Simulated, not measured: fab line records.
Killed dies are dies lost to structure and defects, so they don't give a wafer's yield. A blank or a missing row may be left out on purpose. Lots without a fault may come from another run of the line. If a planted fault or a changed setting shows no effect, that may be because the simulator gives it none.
Which tool did it?    flow sky130    39 wafers from 13 lots sampled at 5 of the route's 708 steps

== WHAT THE GAUGES READ, wafer by wafer ==
SKY_PWDE_TW_MEAS_10. Usual: PWDE_TW 371, standard deviation 3.1.
lot   measured     on            PWDE_TW      flag
L324  day 3 17:11  filmMetro-03  366 366 367  
L325  day 4 00:22  filmMetro-04  371 368 369  
L326  day 4 09:17  filmMetro-01  377 373 375  
L327  day 4 15:22  filmMetro-03  365 367 366  
L328  day 4 19:27  filmMetro-01  374 377 377  
L329  day 5 03:13  filmMetro-04  372 372 373  
L330  day 5 06:19  filmMetro-01  376 375 375  
L331  day 5 09:53  filmMetro-01  376 374 374  
L332  day 5 13:55  filmMetro-04  372 371 372  
L336  day 6 14:08  filmMetro-04  375 372 371  
L340  day 8 02:01  filmMetro-04  372 373 371  
L341  day 8 10:18  filmMetro-03  367 369 370  
L347  day 9 07:04  filmMetro-04  368 368 370  

SKY_SONOS_ONO_THK_MEAS_01. Usual: SONOS_ONO_OXIDATION_THK 2.57 nm, standard deviation 0.056.
lot   measured      on            SONOS_ONO_OXIDATION_THK (nm)   flag
L324  day 11 02:59  filmMetro-01  2.60 2.65 2.62                 
L325  day 11 14:00  filmMetro-01  2.61 2.62 2.66                 
L326  day 12 04:21  filmMetro-01  2.62 2.57 2.62                 
L327  day 12 11:17  filmMetro-01  2.66 2.64 2.62                 
L328  day 12 15:24  filmMetro-03  2.52 2.57 2.55                 
L329  day 13 04:22  filmMetro-03  2.51 2.57 2.52                 
L330  day 13 06:55  filmMetro-03  2.54 2.58 2.58                 
L331  day 13 11:23  filmMetro-01  2.58 2.60 2.49                 
L332  day 13 18:40  filmMetro-02  2.56 2.58 2.52                 
L336  day 15 09:08  filmMetro-03  2.55 2.55 2.54                 
L340  day 17 12:28  filmMetro-02  3.02 3.03 3.02 2.97 3.06 3.03  OFF
L341  day 17 23:59  filmMetro-03  2.95 2.99 2.93 2.95 2.97 2.98  OFF
L347  day 19 02:47  filmMetro-03  2.58 2.62 2.60                 

SKY_LDD_HVN_OVL_MEAS_07. Usual: LDD_HVN_OVL 1.0 nm, standard deviation 1.5.
lot   measured      on          LDD_HVN_OVL (nm)  flag
L324  day 19 20:16  overlay-02  1.8 2.3 0.6       
L325  day 20 05:47  overlay-01  1.0 1.3 0.5       
L326  day 21 03:08  overlay-01  1.6 2.8 0.7       
L327  day 21 09:52  overlay-01  -0.7 -2.8 -4.1    
L328  day 21 17:58  overlay-02  2.5 1.6 -1.0      
L329  day 22 09:08  overlay-01  0.3 0.6 0.8       
L330  day 22 12:52  overlay-01  2.1 2.0 2.5       
L331  day 22 22:35  overlay-02  1.6 2.6 2.5       
L332  day 23 01:53  overlay-02  -2.8 -1.1 -0.1    
L336  day 24 23:02  overlay-01  0.2 0.3 -0.2      
L340  day 26 20:14  overlay-02  -2.0 -0.1 -0.9    
L341  day 27 19:11  overlay-02  1.3 -0.8 1.8      
L347  day 28 08:35  overlay-01  2.0 0.0 1.7       

SKY_LDD_HVP_OVL_MEAS_07. Usual: LDD_HVP_OVL -0.7 nm, standard deviation 1.2.
lot   measured      on          LDD_HVP_OVL (nm)  flag
L324  day 21 02:37  overlay-01  0.5 1.8 -1.0      
L325  day 21 12:38  overlay-02  -0.7 -1.0 -0.8    
L326  day 22 10:26  overlay-02  -2.3 -3.2 -1.7    
L327  day 22 16:52  overlay-02  0.0 -1.2 -2.1     
L328  day 23 00:59  overlay-01  -1.2 -1.4 -0.8    
L329  day 23 15:10  overlay-02  0.8 -0.5 -1.0     
L330  day 23 19:19  overlay-02  1.7 -0.6 0.4      
L331  day 24 03:53  overlay-01  1.4 0.8 0.8       
L332  day 24 06:38  overlay-02  -2.7 0.1 0.1      
L336  day 26 03:58  overlay-02  -1.9 -0.6 0.7     
L340  day 28 00:29  overlay-02  -0.2 0.0 -1.2     
L341  day 28 23:20  overlay-02  -1.5 0.1 -1.3     
L347  day 29 12:34  overlay-01  -1.9 -1.2 -0.2    

== TOOL THAT RAN EACH LOT (tool first, then ch and the chambers of the sampled wafers, then the start) ==
lot   SKY_SONOS_ONO_OXIDATION_00
L324  furnace-02 ch 0, day 11 01:38
L325  furnace-02 ch 0, day 11 12:40
L326  furnace-02 ch 0, day 12 02:59
L327  furnace-02 ch 0, day 12 09:56
L328  furnace-01 ch 0, day 12 14:04
L329  furnace-02 ch 0, day 13 03:01
L330  furnace-01 ch 0, day 13 05:34
L331  furnace-01 ch 0, day 13 10:02
L332  furnace-01 ch 0, day 13 17:19
L336  furnace-01 ch 0, day 15 07:47
L340  furnace-02 ch 0, day 17 11:08
L341  furnace-02 ch 0, day 17 22:38
L347  furnace-01 ch 0, day 19 01:26
- SKY_SONOS_ONO_OXIDATION_00: stabilise 600 s, purge 300 s, target thk 2.6 nm.

== WHAT THE TOOLS THEMSELVES READ (means of the sampled wafers that have a number; where no wafer has one, the mark that the record gives instead) ==
SKY_SONOS_ONO_OXIDATION_00. Usual: oxTempC 800.0 C, standard deviation 0.33; spikeTcCentreC 799.0 C, standard deviation 0.99; zonePowerTopPct 28.6 %, standard deviation 0.51.
lot   tool        oxTempC (C)  spikeTcCentreC (C)  zonePowerTopPct (%)  flag
L324  furnace-02  800.5        798.7               28.2                 
L325  furnace-02  800.3        799.4               28.3                 
L326  furnace-02  799.7        798.9               28.2                 
L327  furnace-02  800.0        799.2               28.0                 
L328  furnace-01  799.7        799.7               29.0                 
L329  furnace-02  799.8        797.9               28.1                 
L330  furnace-01  800.1        799.6               29.2                 
L331  furnace-01  800.1        798.6               28.9                 
L332  furnace-01  799.7        798.8               29.3                 
L336  furnace-01  799.6        799.3               29.1                 
L340  furnace-02  800.4        798.8               28.2                 
L341  furnace-02  800.3        798.0               28.3                 
L347  furnace-01  799.9        799.7               29.0                 

== THE ANSWER, worked out from the rows above alone ==
Rule: a lot is off if the mean of its wafers that have a number lies more than 3 standard deviations from the usual mean. A lot without any number at a reading at which 4 lots or more have one is off too. The other lots that the step has rows for count as sound. First the gauges in route order, then the tools' own readings, where a lot's mean is used as printed above. The first step at which some lot is off is used, and at that step the reading that is off furthest; a lot without a number counts as furthest.
Off: L340, L341, at SKY_SONOS_ONO_THK_MEAS_01 (SONOS_ONO_OXIDATION_THK).
If a tool, at a process step before that reading, ran all the lots that are off and no sound lot after the first of them, it fits. The gauges at SKY_SONOS_ONO_THK_MEAS_01 are tried like those tools. One fits: SKY_SONOS_ONO_OXIDATION_00 on furnace-02. Its last sound lot is L329 (day 13 03:01), its first lot that is off L340 (day 17 11:08): a fault that began between those two fits.

== WHAT WAS PUT IN BY THE SIMULATOR ==
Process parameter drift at SKY_SONOS_ONO_OXIDATION_00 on furnace-02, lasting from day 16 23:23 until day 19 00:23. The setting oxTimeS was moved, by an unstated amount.
Shown lots that were struck: L340, L341. The same result came from the rule above.
